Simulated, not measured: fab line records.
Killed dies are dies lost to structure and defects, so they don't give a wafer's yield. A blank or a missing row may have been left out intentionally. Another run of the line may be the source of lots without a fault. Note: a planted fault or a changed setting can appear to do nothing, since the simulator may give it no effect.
fab line records	flow sky130
[record] lots = 5	wafers = 15	last_day = 51
route steps=708 shown VIA4@649 METAL5@661 PAD_OPEN@708
lots that met no fault: taken from a fault-free run of the same line
start_h: hours from the record's first day to the start of the lot's first wafer shown	wait_h: hours since the lot's step before	" the same as in the row above	L1.1+2: several wafers, shown together as one row	- no value, or no start given	* or withheld: withheld	< > ~ a bound
route shown NAME@n: NAME is a module with steps in the file, n the number in the route of the first one	usual: mean/standard deviation of fault-free wafers	same: alike in all rows	chamber/n: place in a boat	sites: the reading at each site	_std_site: their standard deviation	_edge_site: the outer-site mean with the inner-site mean subtracted	radius_mm: for every site, how far away it sits from the centre of the wafer	mask NAME#n: copy n	behind: the last tool/chamber to shape the wafer	hold: reason for holding the lot/hours on hold/outcome of the hold	device: whichever transistor did not switch (one of n, p or np)	end of line: at the end of the route, the tests of the same wafers	a step without rows: its recipe alone	killed: dies that structure and defects cost at the first sort, which is not the same as the wafer's yield	map: the dies of a wafer, with x for killed, . for not killed, _ for no die there
set.NAME: the run value of the setting; set.NAME@STEP: its run value at that earlier step	model.NAME: the simulator's own value behind a step, which no gauge read
a table for each step, a row for each wafer; lots at some steps of the route
services: from which hour (start_h, from the record's first day; less than 0 if before it) a tool's chamber was out of use, for how many hours, and why
[[steps]]
[step SKY_VIA4_DEVELOP_10]
[recipe] resist = NOVOLAK	developer = TMAH	develop_time_s = 60	dev_temp_c = 23
[step SKY_VIA4_OVL_MEAS_11]
[usual] VIA4_OVL = -0.4/1.3
lot.wafer	tool	chamber	start_h	wait_h	VIA4_OVL[nm]
L499.2	overlay-02	-	1035.62	0.1	0.2
L499.3	"	-	"	"	-0.4
L499.5	"	-	"	"	1.1
L502.1	overlay-01	-	1058.45	0.1	1.0
L502.2	"	-	"	"	0.9
L502.3	"	-	"	"	-0.4
L509.1	overlay-01	-	1099.67	0.1	-0.6
L509.3	"	-	"	"	-0.6
L509.5	"	-	"	"	-1.1
L518.2	overlay-02	-	1155.02	0.1	-3.5
L518.3	"	-	"	"	-1.0
L518.5	"	-	"	"	-1.0
L520.1	overlay-02	-	1159.25	0.1	-0.4
L520.4	"	-	"	"	0.2
L520.5	"	-	"	"	1.1
[step SKY_VIA4_ETCH_12]
[recipe] target = SiO2	chemistry = C4F8/O2/Ar	stop_on = TiN	mask_material = NOVOLAK	source_w = 1500	bias_w = 1200	pressure_mtorr = 40	c4f8_flow_sccm = withheld	O2_flow_sccm = 6	Ar_flow_sccm = 300	time_s = withheld	target_depth_a = 5800
[usual] oes_product_au = 0.926/0.0043
lot.wafer	tool	chamber	start_h	wait_h	oes_product_au
L499.2	rie_diel-01	3	1035.65	0.0	0.928
L499.3	"	2	"	"	0.921
L499.5	"	0	"	"	0.929
L502.1	rie_diel-01	2	1058.49	0.0	0.935
L502.2	"	1	"	"	0.918
L502.3	"	3	"	"	0.926
L509.1	rie_diel-04	2	1099.70	0.0	0.930
L509.3	"	1	"	"	0.932
L509.5	"	2	"	"	0.927
L518.2	rie_diel-01	0	1155.05	0.0	0.935
L518.3	"	1	"	"	0.922
L518.5	"	0	"	"	0.932
L520.1	rie_diel-01	3	1159.28	0.0	0.932
L520.4	"	0	"	"	0.931
L520.5	"	2	"	"	0.935
[step SKY_VIA4_STRIP_13]
[recipe] chemistry = O2/N2	power_w = 1400	pressure_mtorr = 1500	platen_temp_c = withheld	o2_flow_sccm = 3000	n2_flow_sccm = 300	overash_fraction = 0.5
[usual] drypump_motor_current_A = 5.6/0.38	n2_flow_sccm = 300.2/0.86	oes_product_au = 0.709/0.0047	strip_time_to_endpoint_s = 12.800/0.024
lot.wafer	tool	chamber	start_h	wait_h	drypump_motor_current_A	n2_flow_sccm	oes_product_au	rf_hours_counter_h	strip_time_to_endpoint_s
L499.2	plasma_asher-03	1	1035.73	-	5.2	300.9	0.706	88	12.818
L499.3	"	0	"	"	5.3	300.9	0.714	-	12.802
L499.5	"	0	"	"	5.3	300.3	0.711	-	12.818
L502.1	plasma_asher-04	0	1058.56	-	5.6	298.7	0.711	33	12.805
L502.2	"	1	"	"	6.3	300.5	0.708	33	12.792
L502.3	"	0	"	"	5.6	301.3	0.713	-	12.809
L509.1	plasma_asher-03	1	1099.78	-	5.2	298.9	0.711	95	12.750
L509.3	"	0	"	"	5.3	299.7	0.712	-	12.781
L509.5	"	1	"	"	5.2	300.4	0.711	-	12.766
L518.2	plasma_asher-04	1	1155.13	-	6.2	300.5	0.711	43	12.780
L518.3	"	0	"	"	5.6	300.6	0.698	-	12.759
L518.5	"	0	"	"	5.6	301.1	0.718	-	12.810
L520.1	plasma_asher-04	1	1159.36	-	6.2	300.4	0.703	43	12.771
L520.4	"	0	"	"	5.6	301.1	0.711	-	12.744
L520.5	"	1	"	"	6.2	299.2	0.708	-	12.821
[step SKY_VIA4_STRIP_14]
[recipe] chemistry = post_etch_residue_remover	time_s = 1200	temp_c = 72.5
[step SKY_VIA4_CLEAN_15]
[recipe] chemistry = IPA	time_s = 180	temp_c = 25
[step SKY_VIA4_CLEAN_16]
[recipe] chemistry = O3/DIW	dry = n2_spin
[step SKY_VIA4_SPUTTER_17]
[recipe] material = TiN	target_thk_nm = 20	chamber_pressure_pa = 5	power_w = 4000	time_s = 80
[usual] cathode_dc_power_W = 4000.0/0.78	chamber_pressure_pa = 4.999/0.01	throttle_valve_pct = 30.0/0.95
lot.wafer	tool	chamber	start_h	wait_h	cathode_dc_power_W	chamber_pressure_pa	throttle_valve_pct
L499.2	pvd_sputter-01	-	1036.32	0.0	3999.5	5.011	29.8
L499.3	"	-	"	"	4001.0	4.997	31.8
L499.5	"	-	"	"	3999.0	4.999	31.9
L502.1	pvd_sputter-01	-	1059.19	0.0	4001.2	5.003	31.6
L502.2	"	-	"	"	4000.1	5.016	29.5
L502.3	"	-	"	"	4000.8	4.997	30.6
L509.1	pvd_sputter-03	-	1100.72	0.0	4000.3	4.995	29.4
L509.3	"	-	"	"	3998.8	5.001	29.0
L509.5	"	-	"	"	4000.0	5.009	29.8
L518.2	pvd_sputter-02	-	1155.72	0.0	3999.7	5.019	28.9
L518.3	"	-	"	"	4000.5	5.009	29.6
L518.5	"	-	"	"	4000.0	5.004	29.7
L520.1	pvd_sputter-02	-	1159.95	0.0	4000.1	5.008	29.3
L520.4	"	-	"	"	4000.4	5.005	29.0
L520.5	"	-	"	"	4000.9	4.995	29.5
[step SKY_VIA4_CVD_18]
[recipe] material = W	target_thk_nm = 505	time_s = 152.14	temp_c = 400	pressure_torr = 40
[usual] heater_power_w = 799/130
lot.wafer	tool	chamber	start_h	wait_h	heater_power_w
L499.2	cvd_w-01	1	1036.38	0.0	872
L499.3	"	0	"	"	595
L499.5	"	1	"	"	856
L502.1	cvd_w-01	0	1059.25	0.0	611
L502.2	"	1	"	"	893
L502.3	"	0	"	"	593
L509.1	cvd_w-02	0	1100.78	0.0	905
L509.3	"	1	"	"	881
L509.5	"	0	"	"	897
L518.2	cvd_w-02	0	1155.78	0.0	887
L518.3	"	1	"	"	897
L518.5	"	0	"	"	904
L520.1	cvd_w-01	1	1160.01	0.0	885
L520.4	"	1	"	"	878
L520.5	"	0	"	"	599
[step SKY_VIA4_RS_MEAS_19]
[recipe] thk_meas_gauge = four-point-probe	reads = W_of_VIA4_CVD_18+TiN_of_VIA4_SPUTTER_17
[usual] VIA4_W_RS = 0.226/0.0034
lot.wafer	tool	chamber	start_h	wait_h	VIA4_W_RS[ohm/sq]
L499.2	film_metro-04	-	1036.56	0.1	0.229
L499.3	"	-	"	"	0.221
L499.5	"	-	"	"	0.227
L502.1	film_metro-02	-	1059.41	0.1	0.226
L502.2	"	-	"	"	0.231
L502.3	"	-	"	"	0.225
L509.1	film_metro-04	-	1100.93	0.1	0.222
L509.3	"	-	"	"	0.233
L509.5	"	-	"	"	0.226
L518.2	film_metro-02	-	1155.95	0.1	0.223
L518.3	"	-	"	"	0.226
L518.5	"	-	"	"	0.223
L520.1	film_metro-04	-	1160.16	0.1	0.231
L520.4	"	-	"	"	0.230
L520.5	"	-	"	"	0.223
[step SKY_VIA4_THK_MEAS_20]
[recipe] thk_meas_gauge = xrf	reads = W_of_VIA4_CVD_18
[usual] VIA4_W_THK = 514/8.1
lot.wafer	tool	chamber	start_h	wait_h	VIA4_W_THK[nm]
L499.2	film_metro-04	-	1036.67	0.1	507
L499.3	"	-	"	"	525
L499.5	"	-	"	"	510
L502.1	film_metro-02	-	1059.53	0.1	523
L502.2	"	-	"	"	508
L502.3	"	-	"	"	525
L509.1	film_metro-04	-	1101.05	0.1	523
L509.3	"	-	"	"	499
L509.5	"	-	"	"	515
L518.2	film_metro-02	-	1156.06	0.1	523
L518.3	"	-	"	"	513
L518.5	"	-	"	"	523
L520.1	film_metro-04	-	1160.28	0.1	506
L520.4	"	-	"	"	505
L520.5	"	-	"	"	524
[step SKY_VIA4_CMP_21]
[recipe] stop_on = SiO2	t_overpolish_s = 25	down_force_psi = 3.5	platen_rpm = 60	target_thk_nm = 0	pad_velocity_m_s = 0.94248
[usual] motor_current_A = 11.2/1.6	overpolish_run_s = 24.999/0.0085	platen_rpm = 60.00/0.038	slurry_flow_ml_min = 149.9/0.46	time_to_endpoint_s = 123/4.1
lot.wafer	tool	chamber	start_h	wait_h	motor_current_A	overpolish_run_s	platen_rpm	slurry_flow_ml_min	time_to_endpoint_s
L499.2	cmp-02	1	1036.77	0.1	11.3	24.994	60.05	150.4	124
L499.3	"	3	"	"	13.3	25.013	60.03	150.2	127
L499.5	"	1	"	"	11.7	25.016	60.02	150.1	124
L502.3	cmp-01	3	1059.59	0.0	12.2	24.988	59.99	149.7	127
L502.1	"	0	"	"	11.3	24.996	59.89	149.5	125
L502.2	"	1	"	"	11.1	25.006	60.02	149.8	116
L509.3	cmp-01	1	1101.16	0.1	11.5	25.002	60.05	150.2	118
L509.1	"	2	"	"	11.1	25.008	60.00	149.5	126
L509.5	"	0	"	"	10.9	24.985	59.97	150.5	123
L518.2	cmp-02	0	1156.20	0.1	8.3	24.989	60.04	149.0	123
L518.3	"	2	"	"	10.7	25.009	60.03	150.1	116
L518.5	"	1	"	"	11.6	24.992	60.08	149.6	124
L520.4	cmp-01	1	1160.34	0.0	11.7	24.988	60.03	150.5	118
L520.1	"	2	"	"	11.6	25.001	60.03	150.5	123
L520.5	"	1	"	"	11.9	25.010	60.00	150.7	120
[step SKY_METAL5_SPUTTER_00]
[recipe] material = Ti	target_thk_nm = 15	power_w = 3000	time_s = 10	chamber_pressure_pa = 0.4
[usual] cathode_dc_power_W = 2999.9/0.6	chamber_pressure_pa = 0.4000/0.00086	throttle_valve_pct = 29.5/0.85
lot.wafer	tool	chamber	start_h	wait_h	cathode_dc_power_W	chamber_pressure_pa	throttle_valve_pct	model.Ti_of_METAL5_SPUTTER_00.thk_nm
L499.2	pvd_sputter-02	-	1037.02	0.2	3000.9	0.4000	30.5	15.14
L499.3	"	-	"	"	2999.5	0.4015	27.5	15.15
L499.5	"	-	"	"	3000.8	0.4017	30.6	15.03
L502.1	pvd_sputter-03	-	1059.89	0.2	3000.4	0.4014	29.6	15.06
L502.2	"	-	"	"	3000.4	0.4004	29.7	15.21
L502.3	"	-	"	"	2999.1	0.3995	28.9	15.19
L509.1	pvd_sputter-02	-	1101.41	0.1	2834.0	0.4015	29.1	14.23
L509.3	"	-	"	"	3000.7	0.4010	30.4	15.17
L509.5	"	-	"	"	2999.4	0.4009	29.5	15.14
L518.2	pvd_sputter-03	-	1156.50	0.2	2998.1	0.4007	30.8	15.21
L518.3	"	-	"	"	3000.7	0.4000	29.8	15.12
L518.5	"	-	"	"	2999.2	0.3997	29.7	15.31
L520.1	pvd_sputter-04	-	1160.64	0.2	2999.5	0.4002	29.1	14.81
L520.4	"	-	"	"	3000.0	0.4003	29.1	15.05
L520.5	"	-	"	"	2998.4	0.3991	29.0	15.03
[step SKY_METAL5_SPUTTER_01]
[recipe] material = TiN	target_thk_nm = 20	power_w = 6500	time_s = 16.48	chamber_pressure_pa = 0.4
[step SKY_PAD_OPEN_PROBE_99]
[usual] defect_limited_yield = 82.8/2.1	killed_at_M0_to_M3 = 43/7.3	killed_at_M4_up = 3.4/2.1	killed_at_contacts = 24/5.9	killed_at_front_end = 14/4	killed_at_other = 0.3/0.54	killed_dies = 85/10	killed_open = 46/7.7	killed_short = 38/6	sort_bin_3_pad_short = 0.8/0.48	sort_bin_5_function = 10.2/1.7	sort_bin_6_memory = 6.2/1.1	sort_n_pass = 407/10	sort_yield_pct = 82.8/2.1
[same] gross_dies = 492	killed_at_back_side = 0	sort_bin_4_leakage[%] = 0	sort_bin_8_speed[%] = 0
lot.wafer	tool	chamber	start_h	wait_h	defect_limited_yield[%]	killed_at_M0_to_M3	killed_at_M4_up	killed_at_contacts	killed_at_front_end	killed_at_other	killed_dies	killed_open	killed_short	sort_bin_3_pad_short[%]	sort_bin_5_function[%]	sort_bin_6_memory[%]	sort_n_pass	sort_yield_pct[%]
L502.1	prober-01	-	1128.22	0.1	81.7	42	4	27	15	2	90	51	39	1.2	8.7	8.3	402	81.7
L502.2	prober-01	-	1128.27	0.1	87.6	36	2	12	11	0	61	28	33	0.4	7.5	4.5	431	87.6
L502.3	prober-01	-	1128.32	0.2	87.0	36	2	16	10	0	64	34	30	1.0	8.1	3.9	428	87.0
// killed by level:class
L502.1 CONTACT:geometric_particle:open=12 VIA1:geometric_particle:open=8 VIA3:geometric_particle:open=7 METAL3:geometric_particle:short=6 LOCAL_INTERCONNECT:geometric_particle:short=6 FIELD_ISO:geometric_particle:open=5 METAL2:geometric_particle:short=5 VIA2:geometric_particle:open=5
L502.2 VIA2:geometric_particle:open=8 VIA3:geometric_particle:open=6 POLY_GATE:geometric_particle:short=5 VIA3:geometric_particle:short=5 LI_CONTACT:geometric_particle:open=4 METAL1:geometric_particle:short=4 CONTACT:geometric_particle:short=3 VIA2:geometric_particle:short=3
L502.3 CONTACT:geometric_particle:open=7 VIA1:geometric_particle:open=7 METAL2:geometric_particle:short=6 METAL1:geometric_particle:short=5 VIA3:geometric_particle:open=5 VIA1:geometric_particle:short=5 LOCAL_INTERCONNECT:geometric_particle:short=4 VIA2:geometric_particle:open=4
[[services]]
tool	chamber	start_h	hours	kind
pvd_sputter-02	2	1012.63	-	consumable_replace:kit
pvd_sputter-02	2	1012.63	18.0	scheduled_down
rie_diel-04	-	1014.13	28.1	pm
pvd_sputter-04	-	1025.43	6.6	repair
pvd_sputter-04	-	1034.96	6.0	repair
cmp-01	-	1047.07	0.5	repair
rie_diel-04	3	1057.91	7.5	repair
cmp-01	-	1063.15	8.4	pm
rie_diel-04	2	1079.78	7.6	repair
cmp-02	-	1084.00	4.0	pm
cmp-02	-	1089.97	0.2	repair
cmp-02	-	1091.01	1.2	repair
rie_diel-01	3	1092.07	1.8	repair
rie_diel-01	2	1095.21	1.6	repair
cmp-01	-	1103.97	0.9	repair
pvd_sputter-02	-	1104.95	2.0	repair
cmp-01	-	1113.85	1.1	repair
cvd_w-02	1	1114.03	13.5	repair
cmp-01	-	1137.91	0.8	repair
pvd_sputter-04	-	1141.55	4.1	repair
cmp-01	-	1143.12	8.5	repair
cvd_w-02	1	1146.28	6.0	repair
cmp-01	-	1153.51	5.4	repair
cvd_w-01	-	1153.52	2.8	pm
[[key]]
[first_sign] step = SKY_METAL5_SPUTTER_00	reading = cathode_dc_power_W	direction = down	sigmas = 99+	usual = 2999.9	struck = 2834.0
effect none on later readings
[model_effect] step = SKY_METAL5_SPUTTER_00	value = Ti_of_METAL5_SPUTTER_00.thk_nm	without = 15.06	struck = 14.23
met_at SKY_METAL5_SPUTTER_00
struck_wafers L509.1
[fault] kind = process_parameter_drift	tool = pvd_sputter-02	chamber = -	onset_h = 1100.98	steps = SKY_METAL5_SPUTTER_00	channel = power_w	offset = *	shape = step	end_h = 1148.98	acts_in = *	stated = *	scope = struck_wafers_only
